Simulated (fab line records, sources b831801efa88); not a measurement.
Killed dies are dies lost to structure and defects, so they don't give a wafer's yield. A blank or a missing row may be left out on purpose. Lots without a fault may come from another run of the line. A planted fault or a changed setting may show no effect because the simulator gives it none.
fab line records | flow sky130
record lots=5 wafers=15 last_day=50
route steps=708 shown CONTACT@432 METAL1@434 VIA1@458
lots that met no fault: from a run of the same line without faults
start_h: hours from the record's first day to the start of the lot's first wafer shown | wait_h: hours since the lot's step before | " the same as in the row above | L1.1+2: a row that stands for several wafers | - no value, or no start given | * or withheld: withheld | < > ~ a bound
route shown NAME@n: a module of which the file shows steps, and the number in the route of the first | usual: mean/standard deviation of fault-free wafers | same: alike in all rows | chamber/n: place in a boat | sites: the reading at each site | _std_site: their standard deviation | _edge_site: outer sites' mean less inner sites' | radius_mm: how far each site lies from the wafer's centre | mask NAME#n: copy n | behind: the tool/chamber that last shaped the wafer | hold: why the lot was held/for how many hours/how that ended | device: the transistor (n, p or np) that didn't switch | end of line: the same wafers' tests at the end of the route | a step without rows: its recipe alone | killed: dies lost to structure and defects at the first sort, not the wafer's yield | map: a wafer's dies, x killed, . not, _ none there
set.NAME: the setting as run; set.NAME@STEP: as run at that earlier step | model.NAME: the simulator's own value behind a step, which no gauge read
lots at some steps of the route; a table a step, a row a wafer
services: from which hour (start_h, from the record's first day; less than 0 if before it) a tool's chamber was out of use, for how many hours, and why
## steps
# step SKY_CONTACT_THK_MEAS_26
# recipe thk_meas_gauge=xrf reads=W_of_CONTACT_CVD_24
# usual CONTACT_W_THK=339/5.1
# columns lot.wafer tool chamber start_h wait_h CONTACT_W_THK[nm]
L076.2 film_metro-03 - 747.95 0.1 333
L076.3 " - " " 334
L076.4 " - " " 331
L077.1 film_metro-03 - 759.14 0.1 334
L077.3 " - " " 335
L077.6 " - " " 336
L081.1 film_metro-01 - 788.69 0.1 345
L081.3 " - " " 342
L081.5 " - " " 345
L094.1 film_metro-03 - 896.82 0.1 335
L094.2 " - " " 341
L094.6 " - " " 332
L095.3 film_metro-03 - 900.93 0.1 336
L095.5 " - " " 332
L095.6 " - " " 338
# step SKY_CONTACT_CMP_27
# recipe stop_on=SiO2 t_overpolish_s=15 down_force_psi=3.5 platen_rpm=60 target_thk_nm=0 pad_velocity_m_s=0.94248
# usual motor_current_A=11.0/1.5 overpolish_run_s=15.001/0.0089 time_to_endpoint_s=80/3.2
# columns lot.wafer tool chamber start_h wait_h motor_current_A overpolish_run_s time_to_endpoint_s
L076.2 cmp-01 2 748.00 0.0 13.0 14.988 84
L076.4 " 3 " " 10.1 15.009 73
L076.3 " 0 " " 9.0 15.001 80
L077.3 cmp-01 0 759.20 0.0 9.1 15.001 78
L077.1 " 2 " " 12.9 14.996 80
L077.6 " 0 " " 9.4 14.998 79
L081.1 cmp-02 1 788.75 0.1 10.4 15.005 83
L081.3 " 3 " " 9.5 14.988 80
L081.5 " 2 " " 13.3 15.006 87
L094.1 cmp-02 1 897.31 0.5 10.8 14.994 74
L094.2 " 2 " " 12.9 14.999 83
L094.6 " 0 " " 9.1 14.992 83
L095.3 cmp-02 0 900.97 0.0 9.9 14.992 84
L095.6 " 0 " " 9.3 15.022 85
L095.5 " 1 " " 10.9 15.006 75
# step SKY_METAL1_SPUTTER_00
# recipe material=Ti target_thk_nm=15 power_w=3000 time_s=10 chamber_pressure_pa=0.4
# usual throttle_valve_pct=29.5/0.85
# columns lot.wafer tool chamber start_h wait_h throttle_valve_pct
L076.2 pvd_sputter-04 - 748.30 0.2 28.8
L076.3 " - " " 29.4
L076.4 " - " " 29.8
L077.1 pvd_sputter-02 - 759.50 0.1 29.1
L077.3 " - " " 29.4
L077.6 " - " " 28.1
L081.1 pvd_sputter-01 - 789.05 0.2 28.7
L081.3 " - " " 29.2
L081.5 " - " " 29.4
L094.1 pvd_sputter-02 - 897.51 0.1 28.9
L094.2 " - " " 29.8
L094.6 " - " " 29.4
L095.3 pvd_sputter-04 - 901.27 0.2 28.6
L095.5 " - " " 28.8
L095.6 " - " " 30.9
# step SKY_METAL1_SPUTTER_01
# recipe material=TiN target_thk_nm=20 power_w=6500 time_s=16.7 chamber_pressure_pa=0.4
# usual throttle_valve_pct=29.5/0.84
# columns lot.wafer tool chamber start_h wait_h throttle_valve_pct
L076.2 pvd_sputter-04 - 748.32 0.0 28.7
L076.3 " - " " 29.5
L076.4 " - " " 29.7
L077.1 pvd_sputter-02 - 759.53 0.0 29.2
L077.3 " - " " 29.9
L077.6 " - " " 28.2
L081.1 pvd_sputter-01 - 789.07 0.0 28.8
L081.3 " - " " 29.6
L081.5 " - " " 29.3
L094.1 pvd_sputter-02 - 897.53 0.0 29.0
L094.2 " - " " 29.5
L094.6 " - " " 28.9
L095.3 pvd_sputter-04 - 901.29 0.0 28.9
L095.5 " - " " 28.9
L095.6 " - " " 31.1
# step SKY_METAL1_SPUTTER_02
# recipe material=AlCu target_thk_nm=250 power_w=10600 time_s=13.3 chamber_pressure_pa=0.4
# usual throttle_valve_pct=29.5/0.83
# columns lot.wafer tool chamber start_h wait_h throttle_valve_pct
L076.2 pvd_sputter-04 - 748.34 0.0 28.8
L076.3 " - " " 29.6
L076.4 " - " " 29.9
L077.1 pvd_sputter-02 - 759.55 0.0 29.1
L077.3 " - " " 29.4
L077.6 " - " " 28.2
L081.1 pvd_sputter-01 - 789.10 0.0 28.9
L081.3 " - " " 29.1
L081.5 " - " " 29.4
L094.1 pvd_sputter-02 - 897.55 0.0 29.0
L094.2 " - " " 29.6
L094.6 " - " " 29.0
L095.3 pvd_sputter-04 - 901.31 0.0 28.7
L095.5 " - " " 28.6
L095.6 " - " " 31.0
# step SKY_METAL1_SPUTTER_03
# recipe material=Ti target_thk_nm=5 power_w=3000 time_s=3.3 chamber_pressure_pa=0.4
# usual throttle_valve_pct=29.5/0.83
# columns lot.wafer tool chamber start_h wait_h throttle_valve_pct
L076.2 pvd_sputter-04 - 748.37 0.0 28.9
L076.3 " - " " 29.6
L076.4 " - " " 29.8
L077.1 pvd_sputter-02 - 759.58 0.0 29.3
L077.3 " - " " 29.4
L077.6 " - " " 28.2
L081.1 pvd_sputter-01 - 789.12 0.0 28.7
L081.3 " - " " 29.4
L081.5 " - " " 29.4
L094.1 pvd_sputter-02 - 897.58 0.0 29.1
L094.2 " - " " 29.5
L094.6 " - " " 29.1
L095.3 pvd_sputter-04 - 901.34 0.0 28.7
L095.5 " - " " 29.0
L095.6 " - " " 31.1
# step SKY_METAL1_SPUTTER_04
# recipe material=TiN target_thk_nm=70 power_w=6500 time_s=58.3 chamber_pressure_pa=0.4
# usual throttle_valve_pct=29.5/0.84
# columns lot.wafer tool chamber start_h wait_h throttle_valve_pct
L076.2 pvd_sputter-04 - 748.39 0.0 29.0
L076.3 " - " " 29.4
L076.4 " - " " 29.8
L077.1 pvd_sputter-02 - 759.60 0.0 29.1
L077.3 " - " " 29.4
L077.6 " - " " 28.1
L081.1 pvd_sputter-01 - 789.14 0.0 28.5
L081.3 " - " " 29.4
L081.5 " - " " 29.5
L094.1 pvd_sputter-02 - 897.60 0.0 29.1
L094.2 " - " " 29.3
L094.6 " - " " 28.9
L095.3 pvd_sputter-04 - 901.36 0.0 29.0
L095.5 " - " " 28.7
L095.6 " - " " 30.4
# step SKY_METAL1_RS_MEAS_05
# recipe thk_meas_gauge=four-point-probe reads=TiN_of_METAL1_SPUTTER_04+Ti_of_METAL1_SPUTTER_03+AlCu_of_METAL1_SPUTTER_02+TiN_of_METAL1_SPUTTER_01+Ti_of_METAL1_SPUTTER_00
# usual METAL1_ALCU_RS=0.1269/0.0014
# columns lot.wafer tool chamber start_h wait_h METAL1_ALCU_RS[ohm/sq]
L076.2 film_metro-03 - 748.46 0.0 0.1281
L076.3 " - " " 0.1297
L076.4 " - " " 0.1283
L077.1 film_metro-02 - 759.64 0.0 0.1265
L077.3 " - " " 0.1267
L077.6 " - " " 0.1288
L081.1 film_metro-04 - 789.19 0.0 0.1272
L081.3 " - " " 0.1253
L081.5 " - " " 0.1262
L094.1 film_metro-04 - 897.65 0.0 0.1251
L094.2 " - " " 0.1244
L094.6 " - " " 0.1248
L095.3 film_metro-04 - 901.45 0.1 0.1255
L095.5 " - " " 0.1254
L095.6 " - " " 0.1273
# step SKY_METAL1_THK_MEAS_06
# recipe thk_meas_gauge=xrf reads=AlCu_of_METAL1_SPUTTER_02
# usual METAL1_ALCU_THK=253/3.1
# columns lot.wafer tool chamber start_h wait_h METAL1_ALCU_THK[nm]
L076.2 film_metro-03 - 748.57 0.1 250
L076.3 " - " " 246
L076.4 " - " " 251
L077.1 film_metro-02 - 759.76 0.1 256
L077.3 " - " " 254
L077.6 " - " " 250
L081.1 film_metro-04 - 789.31 0.1 251
L081.3 " - " " 255
L081.5 " - " " 252
L094.1 film_metro-04 - 897.77 0.1 257
L094.2 " - " " 258
L094.6 " - " " 257
L095.3 film_metro-04 - 901.55 0.1 254
L095.5 " - " " 255
L095.6 " - " " 252
# step SKY_METAL1_DEHYDRATE_07
# recipe temp_c=200 time_s=60
# columns lot.wafer tool chamber start_h wait_h
L076.2+3+4 litho_track-01 0 761.96 13.4
L077.1+3+6 litho_track-04 0 772.36 12.6
L081.1+3+5 litho_track-01 0 802.04 12.7
L094.1+2+6 litho_track-01 0 909.14 11.4
L095.3+5+6 litho_track-04 0 913.56 12.0
# step SKY_METAL1_HMDS_08
# recipe prime_time_s=60 prime_temp_c=120
# columns lot.wafer tool chamber start_h wait_h
L076.2+3+4 litho_track-01 0 762.11 0.1
L077.1+3+6 litho_track-04 0 772.51 0.1
L081.1+3+5 litho_track-01 0 802.19 0.1
L094.1+2+6 litho_track-01 0 909.29 0.1
L095.3+5+6 litho_track-04 0 913.71 0.1
# step SKY_METAL1_COAT_09
# recipe resist=BARC temp_c=withheld time_s=withheld spin_rpm=3000 resist_thk_nm=60
# columns lot.wafer tool chamber start_h wait_h
L076.2+3+4 litho_track-01 0 762.26 0.1
L077.1+3+6 litho_track-04 0 772.66 0.1
L081.1+3+5 litho_track-01 0 802.34 0.1
L094.1+2+6 litho_track-01 0 909.44 0.1
L095.3+5+6 litho_track-04 0 913.86 0.1
# step SKY_METAL1_COAT_10
# recipe resist=KrF-thick spin_rpm=3000 resist_thk_nm=450
# columns lot.wafer tool chamber start_h wait_h
L076.2+3+4 litho_track-01 0 - -
L077.1+3+6 litho_track-04 0 - -
L081.1+3+5 litho_track-01 0 - -
L094.1+2+6 litho_track-01 0 - -
L095.3+5+6 litho_track-04 0 - -
# step SKY_METAL1_SOFTBAKE_11
# recipe temp_c=100 time_s=90 resist=KrF-thick
# columns lot.wafer tool chamber start_h wait_h
L076.2+3+4 litho_track-01 0 - -
L077.1+3+6 litho_track-04 0 - -
L081.1+3+5 litho_track-01 0 - -
L094.1+2+6 litho_track-01 0 - -
L095.3+5+6 litho_track-04 0 - -
# step SKY_METAL1_EXPOSE_12
# recipe mask_id=MM1 na=0.8 source_shape=annular sigma_inner=0.55 sigma_outer=0.85 target_cd_nm=140 dose_mj=28
# usual stage_vel_mm_s=500.05/0.26
# same na=0.8
# columns lot.wafer tool chamber start_h wait_h mask stage_vel_mm_s
L076.2 krf_scanner-01 0 - - MM1#0 500.44
L076.3 " 0 " " MM1#0 500.56
L076.4 " 0 " " MM1#0 500.03
L077.1 krf_scanner-01 0 - - MM1#0 500.26
L077.3 " 0 " " MM1#0 500.03
L077.6 " 0 " " MM1#0 500.48
L081.1 krf_scanner-02 0 - - MM1#0 499.78
L081.3 " 0 " " MM1#0 499.98
L081.5 " 0 " " MM1#0 499.71
L094.1 krf_scanner-01 0 - - MM1#0 500.45
L094.2 " 0 " " MM1#0 500.70
L094.6 " 0 " " MM1#0 500.47
L095.3 krf_scanner-02 0 - - MM1#0 500.25
L095.5 " 0 " " MM1#0 500.08
L095.6 " 0 " " MM1#0 500.02
# step SKY_METAL1_PEB_13
# recipe peb_temp_c=withheld peb_time_s=withheld resist=KrF-thick
# columns lot.wafer tool chamber start_h wait_h
L076.2+3+4 litho_track-01 0 - -
L077.1+3+6 litho_track-04 0 - -
L081.1+3+5 litho_track-03 0 - -
L094.1+2+6 litho_track-03 0 - -
L095.3+5+6 litho_track-01 0 - -
# step SKY_METAL1_DEVELOP_14
# recipe develop_time_s=60 resist=KrF-thick dev_temp_c=21
# columns lot.wafer tool chamber start_h wait_h
L076.2+3+4 litho_track-01 0 - -
L077.1+3+6 litho_track-04 0 - -
L081.1+3+5 litho_track-03 0 - -
L094.1+2+6 litho_track-03 0 - -
L095.3+5+6 litho_track-01 0 - -
# step SKY_METAL1_CD_MEAS_15
# recipe target_cd_nm=140
# usual cd_nm=140.1/1.6
# columns lot.wafer tool chamber start_h wait_h cd_nm
L076.2 cd_sem-02 - 775.76 - 139.7
L076.3 " - " " 141.1
L076.4 " - " " 139.6
L077.1 cd_sem-01 - 786.76 - 138.3
L077.3 " - " " 139.3
L077.6 " - " " 138.8
L081.1 cd_sem-02 - 816.47 - 139.3
L081.3 " - " " 140.1
L081.5 " - " " 141.2
L094.1 cd_sem-02 - 922.62 - 142.1
L094.2 " - " " 140.3
L094.6 " - " " 141.7
L095.3 cd_sem-02 - 925.83 - 138.7
L095.5 " - " " 140.3
L095.6 " - " " 140.7
# step SKY_METAL1_OVL_MEAS_16
# usual METAL1_OVL=-2/5.8
# columns lot.wafer tool chamber start_h wait_h METAL1_OVL[nm]
L076.2 overlay-02 - 775.86 0.1 -2
L076.3 " - " " 6
L076.4 " - " " -4
L077.1 overlay-02 - 786.88 0.1 -2
L077.3 " - " " -10
L077.6 " - " " 1
L081.1 overlay-01 - 816.59 0.1 -1
L081.3 " - " " -6
L081.5 " - " " -4
L094.1 overlay-01 - 922.74 0.1 -4
L094.2 " - " " -1
L094.6 " - " " -3
L095.3 overlay-01 - 925.92 0.1 -3
L095.5 " - " " -1
L095.6 " - " " -5
# step SKY_METAL1_DESCUM_17
# recipe chemistry=O2 source_power_w=150 bias_power_w=0 pressure_mtorr=10 temp_c=40 time_s=8
# usual drypump_motor_current_A=6.0/0.4 oes_product_au=0.997/0.01
# columns lot.wafer tool chamber start_h wait_h drypump_motor_current_A oes_product_au rf_hours_counter_h
L076.2 rie_metal-04 1 775.89 0.0 6.1 0.979 5
L076.3 " 0 " " 6.1 0.989 -
L076.4 " 1 " " 6.1 0.970 -
L077.1 rie_metal-04 0 786.92 0.0 6.1 0.996 9
L077.3 " 1 " " 6.1 0.981 -
L077.6 " 1 " " 6.1 0.985 -
L081.1 rie_metal-04 1 816.62 0.0 6.1 0.990 7
L081.3 " 1 " " 6.1 0.991 -
L081.5 " 1 " " 6.1 0.976 -
L094.1 rie_metal-02 1 922.77 0.0 6.3 0.994 9
L094.2 " 0 " " 6.2 1.011 12
L094.6 " 0 " " 6.2 1.018 -
L095.3 rie_metal-04 0 925.95 0.0 6.2 1.002 -
L095.5 " 0 " " 6.1 0.999 -
L095.6 " 1 " " 6.1 0.991 -
# step SKY_METAL1_ETCH_18
# recipe chemistry=N2/H2 target=BARC ion_energy_ev=200 bias_w=100 pressure_mtorr=30 n2_flow_sccm=100 h2_flow_sccm=200 icp_w=500 stop_on=SiO2 time_s=45.9 target_depth_a=600
# usual drypump_motor_current_A=6.0/0.4 oes_product_au=0.855/0.0047 throttle_valve_pct=13.225/0.0091
# columns lot.wafer tool chamber start_h wait_h drypump_motor_current_A oes_product_au rf_hours_counter_h throttle_valve_pct
L076.2 rie_metal-04 1 775.92 0.0 6.1 0.860 5 13.223
L076.3 " 0 " " 6.1 0.857 - 13.215
L076.4 " 1 " " 6.1 0.850 - 13.234
L077.1 rie_metal-04 0 786.95 0.0 6.1 0.852 9 13.214
L077.3 " 1 " " 6.1 0.864 - 13.208
L077.6 " 1 " " 6.1 0.852 - 13.222
L081.1 rie_metal-04 1 816.65 0.0 6.1 0.864 7 13.207
L081.3 " 1 " " 6.1 0.846 - 13.218
L081.5 " 1 " " 6.1 0.856 - 13.221
L094.1 rie_metal-02 1 922.80 0.0 6.4 0.857 9 13.228
L094.2 " 0 " " 6.2 0.853 12 13.238
L094.6 " 0 " " 6.2 0.858 - 13.240
L095.3 rie_metal-04 0 925.99 0.0 6.1 0.850 - 13.232
L095.5 " 0 " " 6.1 0.856 - 13.240
L095.6 " 1 " " 6.1 0.857 - 13.237
# step SKY_METAL1_METAL_ETCH_19
# recipe target_depth_a=3600 stop_on=SiO2 over_etch_frac=0.3 time_s=78 chemistry=Cl2/BCl3 resist_sidewall_deg=88 pressure_mtorr=10 icp_w=900 bias_w=48.5 Cl2_flow_sccm=60 bcl3_flow_sccm=30
# usual drypump_motor_current_A=6.0/0.4 oes_product_au=0.854/0.0062 throttle_valve_pct=22.265/0.0086
# columns lot.wafer tool chamber start_h wait_h drypump_motor_current_A oes_product_au rf_hours_counter_h throttle_valve_pct
L076.2 rie_metal-04 1 775.99 0.0 6.1 0.850 5 22.268
L076.3 " 0 " " 6.2 0.856 - 22.275
L076.4 " 1 " " 6.1 0.857 - 22.256
L077.1 rie_metal-04 0 787.01 0.0 6.2 0.846 9 22.265
L077.3 " 1 " " 6.1 0.846 - 22.261
L077.6 " 1 " " 6.1 0.846 - 22.266
L081.1 rie_metal-04 1 816.72 0.0 6.1 0.849 7 22.249
L081.3 " 1 " " 6.1 0.868 - 22.264
L081.5 " 1 " " 6.1 0.866 - 22.276
L094.1 rie_metal-02 1 922.87 0.0 6.3 0.857 9 22.285
L094.2 " 0 " " 6.2 0.857 12 22.255
L094.6 " 0 " " 6.2 0.866 - 22.259
L095.3 rie_metal-04 0 926.07 0.1 6.1 0.875 - 22.259
L095.5 " 0 " " 6.1 0.866 - 22.276
L095.6 " 1 " " 6.1 0.853 - 22.271
# step SKY_METAL1_STRIP_20
# recipe chemistry=O2/N2 power_w=1400 pressure_mtorr=1500 platen_temp_c=withheld o2_flow_sccm=3000 n2_flow_sccm=300 overash_fraction=0.5
# usual drypump_motor_current_A=5.9/0.4 oes_product_au=0.344/0.0053 strip_time_to_endpoint_s=2.72/0.046
# columns lot.wafer tool chamber start_h wait_h drypump_motor_current_A oes_product_au rf_hours_counter_h strip_time_to_endpoint_s
L076.2 plasma_asher-01 0 776.08 0.1 6.3 0.354 66 2.76
L076.3 " 1 " " 6.6 0.345 - 2.73
L076.4 " 0 " " 6.3 0.338 - 2.80
L077.1 plasma_asher-04 0 787.10 0.1 5.2 0.341 36 2.74
L077.3 " 1 " " 6.0 0.342 - 2.75
L077.6 " 1 " " 6.0 0.345 - 2.77
L081.1 plasma_asher-04 0 816.81 0.1 5.3 0.348 39 2.83
L081.3 " 1 " " 6.0 0.343 - 2.80
L081.5 " 0 " " 5.3 0.347 - 2.81
L094.1 plasma_asher-03 1 922.96 0.1 5.9 0.344 113 2.76
L094.2 " 0 " " 5.5 0.336 113 2.73
L094.6 " 0 " " 5.5 0.339 - 2.71
L095.3 plasma_asher-03 0 926.16 0.1 5.5 0.341 - 2.70
L095.5 " 1 " " 5.9 0.337 - 2.68
L095.6 " 0 " " 5.5 0.343 - 2.71
# step SKY_METAL1_STRIP_21
# recipe chemistry=post_etch_residue_remover time_s=1200 temp_c=72.5
# columns lot.wafer tool chamber start_h wait_h
L076.2+3+4 wet_bench-01 2 776.18 0.1
L077.1+3+6 wet_bench-04 2 787.20 0.1
L081.1+3+5 wet_bench-02 3 816.91 0.1
L094.1+2+6 wet_bench-02 3 923.06 0.1
L095.3+5+6 wet_bench-01 3 926.23 0.0
# step SKY_METAL1_CLEAN_22
# recipe chemistry=IPA time_s=180 temp_c=25
# columns lot.wafer tool chamber start_h wait_h
L076.2+3+4 wet_bench-04 3 776.52 0.0
L077.1+3+6 wet_bench-02 0 787.55 0.0
L081.1+3+5 wet_bench-04 1 817.25 0.0
L094.1+2+6 wet_bench-04 2 923.40 0.0
L095.3+5+6 wet_bench-01 1 926.60 0.0
# step SKY_METAL1_CLEAN_23
# recipe chemistry=O3/DIW dry=n2_spin
# columns lot.wafer tool chamber start_h wait_h
L076.2+3+4 wet_bench-02 0 776.58 0.0
L077.1+3+6 wet_bench-01 3 787.60 0.0
L081.1+3+5 wet_bench-01 2 817.31 0.0
L094.1+2+6 wet_bench-02 0 923.46 0.0
L095.3+5+6 wet_bench-04 0 926.66 0.0
# step SKY_VIA1_HDPCVD_00
# recipe material=SiO2 target_thk_nm=1030 sigma_open_frac=0.3 time_s=171.7 temp_c=400 sih4_flow_sccm=60 pressure_mtorr=6
# columns lot.wafer tool chamber start_h wait_h
L076.2+3+4 hdpcvd-01 2,0,2 776.67 0.0
L077.1+3+6 hdpcvd-02 0,1,0 787.70 0.0
L081.1+3+5 hdpcvd-02 0,2,0 817.40 0.0
L094.1+2+6 hdpcvd-01 1,2,1 923.55 0.0
L095.3+5+6 hdpcvd-01 1,0,1 926.76 0.0
# step SKY_VIA1_THK_MEAS_01
# recipe reads=SiO2_of_VIA1_HDPCVD_00
# usual VIA1_HDPCVD_THK=1027/12
# columns lot.wafer tool chamber start_h wait_h VIA1_HDPCVD_THK[nm]
L076.2 film_metro-01 - 776.80 0.1 1031
L076.3 " - " " 1032
L076.4 " - " " 1033
L077.1 film_metro-02 - 787.81 0.1 1048
L077.3 " - " " 1036
L077.6 " - " " 1029
L081.1 film_metro-01 - 817.52 0.1 1024
L081.3 " - " " 1026
L081.5 " - " " 1031
L094.1 film_metro-02 - 923.66 0.1 1011
L094.2 " - " " 1029
L094.6 " - " " 1010
L095.3 film_metro-04 - 926.90 0.1 1006
L095.5 " - " " 1037
L095.6 " - " " 1025
# step SKY_VIA1_CMP_02
# recipe material=SiO2 down_force_psi=4 platen_rpm=60 pad_velocity_m_s=0.94248
# usual motor_current_A=11.9/1.6
# columns lot.wafer tool chamber start_h wait_h motor_current_A
L076.3 cmp-01 1 776.90 0.1 13.3
L076.2 " 2 " " 12.7
L076.4 " 3 " " 10.4
L077.1 cmp-01 2 787.87 0.1 14.5
L077.3 " 3 " " 11.5
L077.6 " 3 " " 11.2
L081.1 cmp-01 3 817.63 0.1 11.3
L081.3 " 1 " " 13.4
L081.5 " 3 " " 10.8
L094.1 cmp-01 2 923.77 0.1 13.8
L094.2 " 3 " " 10.8
L094.6 " 2 " " 13.2
L095.3 cmp-01 2 926.94 0.0 14.3
L095.6 " 2 " " 13.8
L095.5 " 3 " " 10.7
# step SKY_VIA1_BOW_MEAS_03
# recipe mode=bow
# usual VIA1_BOW=79/7.5
# columns lot.wafer tool chamber start_h wait_h VIA1_BOW[um]
L076.2 film_metro-04 - 777.17 0.2 82
L076.3 " - " " 78
L076.4 " - " " 73
L077.1 film_metro-04 - 788.17 0.2 73
L077.3 " - " " 70
L077.6 " - " " 79
L081.1 film_metro-01 - 817.88 0.2 78
L081.3 " - " " 80
L081.5 " - " " 83
L094.1 film_metro-02 - 924.02 0.2 81
L094.2 " - " " 86
L094.6 " - " " 70
L095.3 film_metro-01 - 927.28 0.3 69
L095.5 " - " " 78
L095.6 " - " " 75
# step SKY_VIA1_DEHYDRATE_04
# recipe temp_c=200 time_s=60
# columns lot.wafer tool chamber start_h wait_h
L076.2+3+4 litho_track-03 0 790.59 13.4
L077.1+3+6 litho_track-02 0 800.93 12.7
L081.1+3+5 litho_track-02 0 831.04 13.1
L094.1+2+6 litho_track-03 0 935.67 11.6
L095.3+5+6 litho_track-03 0 939.72 12.4
# step SKY_VIA1_HMDS_05
# recipe prime_time_s=60 prime_temp_c=120
# columns lot.wafer tool chamber start_h wait_h
L076.2+3+4 litho_track-03 0 790.74 0.1
L077.1+3+6 litho_track-02 0 801.08 0.1
L081.1+3+5 litho_track-02 0 831.19 0.1
L094.1+2+6 litho_track-03 0 935.82 0.1
L095.3+5+6 litho_track-03 0 939.87 0.1
# step SKY_VIA1_COAT_06
# recipe resist=BARC temp_c=withheld time_s=withheld spin_rpm=3000 resist_thk_nm=60
# columns lot.wafer tool chamber start_h wait_h
L076.2+3+4 litho_track-03 0 790.89 0.1
L077.1+3+6 litho_track-02 0 801.23 0.1
L081.1+3+5 litho_track-02 0 831.34 0.1
L094.1+2+6 litho_track-03 0 935.97 0.1
L095.3+5+6 litho_track-03 0 940.02 0.1
# step SKY_VIA1_COAT_07
# recipe resist=KrF-thick spin_rpm=3000 resist_thk_nm=450
# columns lot.wafer tool chamber start_h wait_h
L076.2+3+4 litho_track-03 0 - -
L077.1+3+6 litho_track-02 0 - -
L081.1+3+5 litho_track-02 0 - -
L094.1+2+6 litho_track-03 0 - -
L095.3+5+6 litho_track-03 0 - -
# step SKY_VIA1_SOFTBAKE_08
# recipe temp_c=100 time_s=90 resist=KrF-thick
# columns lot.wafer tool chamber start_h wait_h
L076.2+3+4 litho_track-03 0 - -
L077.1+3+6 litho_track-02 0 - -
L081.1+3+5 litho_track-02 0 - -
L094.1+2+6 litho_track-03 0 - -
L095.3+5+6 litho_track-03 0 - -
# step SKY_VIA1_EXPOSE_09
# recipe mask_id=VIM na=0.8 source_shape=annular sigma_inner=0.55 sigma_outer=0.85 target_cd_nm=150 dose_mj=38
# usual stage_vel_mm_s=500.05/0.26
# same na=0.8
# columns lot.wafer tool chamber start_h wait_h mask stage_vel_mm_s
L076.2 krf_scanner-01 0 - - VIM#0 500.08
L076.3 " 0 " " VIM#0 499.79
L076.4 " 0 " " VIM#0 500.07
L077.1 krf_scanner-02 0 - - VIM#0 500.13
L077.3 " 0 " " VIM#0 500.56
L077.6 " 0 " " VIM#0 500.34
L081.1 krf_scanner-02 0 - - VIM#0 499.92
L081.3 " 0 " " VIM#0 500.09
L081.5 " 0 " " VIM#0 499.95
L094.1 krf_scanner-01 0 - - VIM#0 499.84
L094.2 " 0 " " VIM#0 499.69
L094.6 " 0 " " VIM#0 500.13
L095.3 krf_scanner-02 0 - - VIM#0 500.11
L095.5 " 0 " " VIM#0 500.20
L095.6 " 0 " " VIM#0 499.86
# step SKY_VIA1_PEB_10
# recipe peb_temp_c=withheld peb_time_s=withheld resist=KrF-thick
# columns lot.wafer tool chamber start_h wait_h
L076.2+3+4 litho_track-03 0 - -
L077.1+3+6 litho_track-02 0 - -
L081.1+3+5 litho_track-01 0 - -
L094.1+2+6 litho_track-03 0 - -
L095.3+5+6 litho_track-03 0 - -
# step SKY_VIA1_DEVELOP_11
# recipe develop_time_s=60 resist=KrF-thick dev_temp_c=21
# columns lot.wafer tool chamber start_h wait_h
L076.2+3+4 litho_track-03 0 - -
L077.1+3+6 litho_track-02 0 - -
L081.1+3+5 litho_track-01 0 - -
L094.1+2+6 litho_track-03 0 - -
L095.3+5+6 litho_track-03 0 - -
# step SKY_VIA1_CD_MEAS_12
# recipe target_cd_nm=150
# usual cd_nm=149.7/1.6
# columns lot.wafer tool chamber start_h wait_h cd_nm
L076.2 cd_sem-01 - 805.24 - 149.6
L076.3 " - " " 149.9
L076.4 " - " " 150.0
L077.1 cd_sem-02 - 815.48 - 149.6
L077.3 " - " " 150.5
L077.6 " - " " 150.5
L081.1 cd_sem-01 - 845.34 - 148.0
L081.3 " - " " 148.1
L081.5 " - " " 149.0
L094.1 cd_sem-01 - 948.72 - 149.2
L094.2 " - " " 151.8
L094.6 " - " " 150.4
L095.3 cd_sem-01 - 952.11 - 150.3
L095.5 " - " " 150.7
L095.6 " - " " 150.3
# step SKY_VIA1_OVL_MEAS_13
# usual VIA1_OVL=0/6.4
# columns lot.wafer tool chamber start_h wait_h VIA1_OVL[nm]
L076.2 overlay-01 - 805.34 0.1 3
L076.3 " - " " 8
L076.4 " - " " -2
L077.1 overlay-01 - 815.60 0.1 -5
L077.3 " - " " -8
L077.6 " - " " 6
L081.1 overlay-01 - 845.46 0.1 -8
L081.3 " - " " -5
L081.5 " - " " -9
L094.1 overlay-02 - 948.84 0.1 -2
L094.2 " - " " 3
L094.6 " - " " 2
L095.3 overlay-01 - 952.20 0.1 0
L095.5 " - " " -3
L095.6 " - " " -2
# step SKY_VIA1_ETCH_14
# recipe chemistry=N2/H2 target=BARC ion_energy_ev=200 source_w=500 bias_w=100 pressure_mtorr=30 n2_flow_sccm=100 h2_flow_sccm=200 stop_on=SiO2 time_s=45.9 target_depth_a=600
# usual drypump_motor_current_A=5.67/0.28 oes_product_au=0.854/0.0051 throttle_valve_pct=13.224/0.009
# columns lot.wafer tool chamber start_h wait_h drypump_motor_current_A oes_product_au rf_hours_counter_h throttle_valve_pct
L076.2 rie_diel-02 3 805.37 0.0 5.75 0.855 17 13.232
L076.3 " 1 " " 5.69 0.855 14 13.237
L076.4 " 1 " " 5.69 0.855 - 13.223
L077.1 rie_diel-02 1 815.64 0.0 5.68 0.846 14 13.229
L077.3 " 2 " " 5.23 0.850 2 13.227
L077.6 " 1 " " 5.67 0.846 - 13.244
L081.1 rie_diel-04 0 845.49 0.0 5.87 0.849 29 13.218
L081.3 " 2 " " 5.74 0.855 16 13.229
L081.5 " 1 " " 5.82 0.850 - 13.224
L094.1 rie_diel-02 1 948.87 0.0 5.68 0.854 19 13.223
L094.2 " 0 " " 6.02 0.858 4 13.207
L094.6 " 1 " " 5.66 0.850 - 13.232
L095.3 rie_diel-02 3 952.22 0.0 5.74 0.849 22 13.223
L095.5 " 3 " " 5.73 0.859 - 13.217
L095.6 " 1 " " 5.68 0.853 - 13.202
## services
# columns tool chamber start_h hours kind
krf_scanner-02 - 735.08 1.3 pm
krf_scanner-01 - 749.90 0.8 pm
krf_scanner-02 - 755.69 3.6 pm
cmp-01 - 760.72 2.7 pm
krf_scanner-02 - 769.24 4.4 pm
pvd_sputter-02 - 770.07 2.0 repair
cmp-01 - 772.44 0.5 repair
pvd_sputter-04 - 780.42 2.2 repair
krf_scanner-02 - 789.79 0.8 pm
pvd_sputter-01 - 791.37 15.1 repair
pvd_sputter-01 - 795.19 0.5 repair
cmp-01 - 799.99 0.9 repair
krf_scanner-02 - 813.25 1.4 repair
pvd_sputter-04 - 814.06 4.8 repair
krf_scanner-01 - 850.77 2.4 repair
krf_scanner-01 - 855.09 1.0 pm
krf_scanner-02 - 871.61 1.0 pm
krf_scanner-01 - 875.63 1.3 pm
pvd_sputter-04 - 888.09 2.7 repair
pvd_sputter-02 - 898.85 0.9 repair
krf_scanner-02 - 900.38 4.8 repair
wet_bench-02 - 906.85 1.2 repair
cmp-01 - 912.00 4.0 pm
cmp-01 - 941.45 2.4 repair
## key
fault none
